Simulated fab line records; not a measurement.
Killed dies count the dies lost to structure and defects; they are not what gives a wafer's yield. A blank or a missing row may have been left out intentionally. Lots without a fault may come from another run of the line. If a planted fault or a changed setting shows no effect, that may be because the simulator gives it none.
Chamber matching | flow gf180mcu | GF_V4_CVD_00 on hdpcvd-01 has 3 sister chambers
The step deposits SiO2, target thk 600 nm, time 100 s. 3 wafers are shown with their chamber, then 7 later ones without.

## WAFERS WITH THEIR CHAMBER
wafer  | chamber | sih4FlowSccm (sccm)
L138.1 | 0       | 59.99
L138.3 | 1       | 59.95
L138.6 | 2       | 60.29

## WAFERS MISSING THEIR CHAMBER
wafer  | sih4FlowSccm (sccm)
L139.1 | 59.95
L139.4 | 60.02
L139.6 | 60.11
L141.4 | 59.93
L141.6 | 60.04
L142.2 | 60.20
L142.5 | 60.09

## WHICH CHAMBER EACH ONE RAN IN
wafer  | from the rows above          | in truth
L139.1 | can't be placed: 1 or 0      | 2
L139.4 | can't be placed: 0 or 1      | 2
L139.6 | can't be placed: 0 or 1 or 2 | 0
L141.4 | can't be placed: 1 or 0      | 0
L141.6 | can't be placed: 0 or 1      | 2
L142.2 | can't be placed: 2 or 0      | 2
L142.5 | can't be placed: 0 or 1 or 2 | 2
Correct placement for 0 of the 7. Cannot be placed on the basis of these rows: 7; the candidates contain the true chamber in 4. Placed wrongly: 0.
How it was worked out, from the rows above alone: a wafer's distance from a chamber is the root of the sum, over the readings, of the square of ((its reading less the chamber's mean) divided by the reading's scatter). The wafer belongs to the nearest chamber; if the next one is less than 2 further off, it can't be placed. The mean given for a chamber averages the wafers shown for that chamber. The scatter (one wafer shown for each chamber): square how far every hidden wafer sits from the nearest shown wafer, average those squares and take the square root.
